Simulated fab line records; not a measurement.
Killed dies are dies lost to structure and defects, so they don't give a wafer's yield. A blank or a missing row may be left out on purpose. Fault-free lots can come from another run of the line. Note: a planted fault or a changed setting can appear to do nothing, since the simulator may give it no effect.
2 desks, one fault / flow sky130 / what lay behind the numbers comes last; until then each desk has only its own

METROLOGY DESK
Means of the sampled wafers that have a number, per lot and without regard to the tool the lot ran on: this is what the gauges read. The brackets show how far a lot's mean lies from the usual mean; more than 4 standard deviations puts the lot out of limits, marked OUT.
Columns: A = NWELL_2_TW at SKY_NWELL_TW_MEAS_26, usual 493; B = GATE_OXIDE_OXIDATION_00_THK at SKY_GATE_OXIDE_THK_MEAS_02, usual 10.20 nm; C = LI_CONTACT_BOW at SKY_LI_CONTACT_BOW_MEAS_03, usual 57 um; D = LOCAL_INTERCONNECT_TIN_RS at SKY_LOCAL_INTERCONNECT_RS_MEAS_01, usual 14.03 ohm/sq
lot=L850; first seen here=day 5 09:19; A=491; B=10.32; C=53; D=13.78
lot=L851; first seen here=day 5 15:19; A=494; B=10.09; C=64; D=14.14
lot=L852; first seen here=day 5 19:48; A=490; B=10.28; C=63; D=13.95
lot=L860; first seen here=day 7 21:56; A=512 (+4.4) OUT; B=10.21; C=54; D=13.82
lot=L861; first seen here=day 8 00:34; A=509; B=10.28; C=57; D=14.03
lot=L862; first seen here=day 8 11:02; A=496; B=9.98; C=50; D=14.03
lot=L865; first seen here=day 8 23:53; A=496; B=9.95; C=66; D=14.01
lot=L868; first seen here=day 10 02:32; A=492; B=10.39; C=59; D=14.15
lot=L869; first seen here=day 10 06:08; A=487; B=10.49; C=55; D=14.03
lot=L870; first seen here=day 10 11:23; A=500; B=10.45; C=60; D=13.96
lot=L871; first seen here=day 10 20:55; A=492; B=10.36; C=63; D=14.30
lot=L872; first seen here=day 11 02:11; A=492; B=10.14; C=49; D=14.10
lot=L873; first seen here=day 11 05:32; A=493; B=10.21; C=58; D=13.80
Per this desk, out of limits: L860; the first was L860, day 7 21:56 (NWELL_2_TW at SKY_NWELL_TW_MEAS_26). L850, L851, L852, L861, L862, L865, L868, L869, L870, L871, L872, L873 stayed within limits.

TOOL OWNER'S DESK, implanter-02
The tool's own readings at SKY_NWELL_IMPLANT_24: means of the sampled wafers that have a number, for each lot that ran on this tool. The brackets show how far a lot's mean lies from the usual mean; more than 4 standard deviations puts the lot out of limits, marked OUT.
Columns: A = dose_ions_cm2 at SKY_NWELL_IMPLANT_24, usual 9.199e+12; B = faraday_current_uA at SKY_NWELL_IMPLANT_24, usual 51.8
lot=L851; first seen here=day 5 15:04; A=9.192e+12; B=50.9
lot=L852; first seen here=day 5 19:34; A=9.184e+12; B=51.9
lot=L860; first seen here=day 7 21:43; A=9.921e+12 (+72) OUT; B=55.3
lot=L861; first seen here=day 8 00:19; A=9.926e+12 (+73) OUT; B=55.5
lot=L873; first seen here=day 11 05:17; A=9.192e+12; B=52.6
This desk's finding: out of limits on L860, L861; first on L860, day 7 21:43 (dose_ions_cm2 at SKY_NWELL_IMPLANT_24). L851, L852, L873 stayed within limits.

BROUGHT TOGETHER
An alarm could have come from the tool owner's desk at day 7 21:43, on L860, L861.
The metrology desk could have raised an alarm at day 7 21:56, on L860.
The metrology desk holds a record of L861, inside its limits.
The lots listed all ran SKY_NWELL_IMPLANT_24 on implanter-02.

WHAT THE SIMULATOR HAD INSERTED
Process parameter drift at SKY_NWELL_IMPLANT_24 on implanter-02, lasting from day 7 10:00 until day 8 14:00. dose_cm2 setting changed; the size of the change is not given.
Lots struck among those shown: L860, L861.
Hours from the fault's start to each desk's first reading out of limits: the tool owner's desk, 12; the metrology desk, 12.
